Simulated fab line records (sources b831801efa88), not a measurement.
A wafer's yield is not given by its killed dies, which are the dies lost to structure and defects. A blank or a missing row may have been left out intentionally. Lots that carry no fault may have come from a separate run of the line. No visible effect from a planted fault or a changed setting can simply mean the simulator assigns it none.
Which tool is to blame? ; flow sky130 ; at 1 step of a route of 708, 6 lots with 18 wafers sampled

## WHAT EACH GAUGE READ, for each wafer
SKY_FIELD_ISO_THK_MEAS_25.
lot;measured;on;FIELD_ISO_CVD_24_THK (nm)
L888;day 2 13:01;filmMetro-03;591 594 601
L891;day 3 03:31;filmMetro-04;584 590 589
L901;day 5 07:22;filmMetro-03;600 604 603
L903;day 5 18:41;filmMetro-04;588 585 592
L907;day 6 15:26;filmMetro-04;605 592 602
L909;day 7 03:47;filmMetro-03;605 607 609

## WHAT TOOL EACH LOT RAN ON (gives the tool, then ch and the chambers of the sampled wafers, and finally the start)
The record holds no process step before these readings.

## THE ANSWER, worked out from the rows above alone
Rule: usual is defined by the lots themselves. The widest of any qualifying gaps counts: lots, ordered by their means at a reading, are off when they make up no more than a third of the lots, leave a main group of 4 or more, and stand apart from it by 3 or more times the standard deviation of that group's means. If all means in a main group match to the digits the tables above print for the reading, that group is not used. Also off: a lot with no number at a reading for which 4 or more lots have one. The other lots that the step has rows for count as sound.
None of the lots is off at any reading shown; this tells nothing.

## WHAT WAS PUT IN BY THE SIMULATOR
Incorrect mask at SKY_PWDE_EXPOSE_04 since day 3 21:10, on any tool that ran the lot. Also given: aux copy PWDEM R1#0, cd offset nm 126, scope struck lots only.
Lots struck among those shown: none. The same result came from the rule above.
